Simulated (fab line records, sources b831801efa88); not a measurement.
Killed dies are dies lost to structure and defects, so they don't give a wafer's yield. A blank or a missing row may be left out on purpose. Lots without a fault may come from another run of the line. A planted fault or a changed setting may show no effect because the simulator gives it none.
One fault seen from 2 desks | flow gf180mcu | each desk has only its own numbers; what lay behind them comes last

THE TOOL OWNER'S DESK: lpcvd-02
The tool's own readings at GF_POLY_GATE_CVD_00 (deposits poly-Si, target thk 200 nm, time 1200 s): means of the sampled wafers that have a number, for each lot that ran on this tool. A lot is out of limits, marked OUT, if its mean lies more than 4 standard deviations from the usual mean; the brackets give that distance.
Columns: A = spike_tc_top_C at GF_POLY_GATE_CVD_00, usual 636.5 C; B = zone_power_bottom_pct at GF_POLY_GATE_CVD_00, usual 14.2 %; C = zone_power_lower_pct at GF_POLY_GATE_CVD_00, usual 8.7 %
lot  | first seen here | A     | B    | C
L441 | day 10 02:05    | 638.0 | 13.9 | 8.7
L448 | day 12 11:22    | 638.5 | 13.8 | 8.8
L449 | day 12 14:21    | 638.6 | 13.8 | 8.8
L450 | day 12 19:12    | 639.0 | 13.9 | 8.8
L455 | day 14 04:56    | 639.7 | 14.0 | 8.9
L457 | day 14 21:04    | 639.2 | 13.8 | 8.8
This desk's finding: nothing out of limits on any of the 6 lots.

THE METROLOGY DESK
What the gauges read, lot by lot, whatever tool the lot ran on: means of the sampled wafers that have a number. A lot is out of limits, marked OUT, if its mean lies more than 4 standard deviations from the usual mean; the brackets give that distance.
Columns: A = POLY_GATE_CVD_00_THK at GF_POLY_GATE_THK_MEAS_01, usual 200.9 nm
lot  | first seen here | A
L441 | day 10 03:25    | 144.0 (-32) OUT
L448 | day 12 12:43    | 202.4
L449 | day 12 15:41    | 201.6
L450 | day 12 20:32    | 200.5
L451 | day 13 02:12    | 199.0
L452 | day 13 08:48    | 198.7
L453 | day 13 15:11    | 201.1
L454 | day 13 21:54    | 201.5
L455 | day 14 06:16    | 205.3
L456 | day 14 14:50    | 198.5
L457 | day 14 22:24    | 202.4
This desk's finding: out of limits on L441; first on L441, day 10 03:25 (POLY_GATE_CVD_00_THK at GF_POLY_GATE_THK_MEAS_01). In limits: L448, L449, L450, L451, L452, L453, L454, L455, L456, L457.

PUT TOGETHER
The metrology desk could have raised an alarm at day 10 03:25, on L441.
The tool owner's desk saw nothing out of limits.
The tool owner's desk has L441 on record, within its limits.
Of the lots named, all ran GF_POLY_GATE_CVD_00 on lpcvd-02.

WHAT THE SIMULATOR HAD PUT IN
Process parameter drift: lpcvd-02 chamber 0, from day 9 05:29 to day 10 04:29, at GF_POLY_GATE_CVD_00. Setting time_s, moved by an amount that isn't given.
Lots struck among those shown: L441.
Hours from the fault's start to each desk's first reading out of limits: the metrology desk, 22.
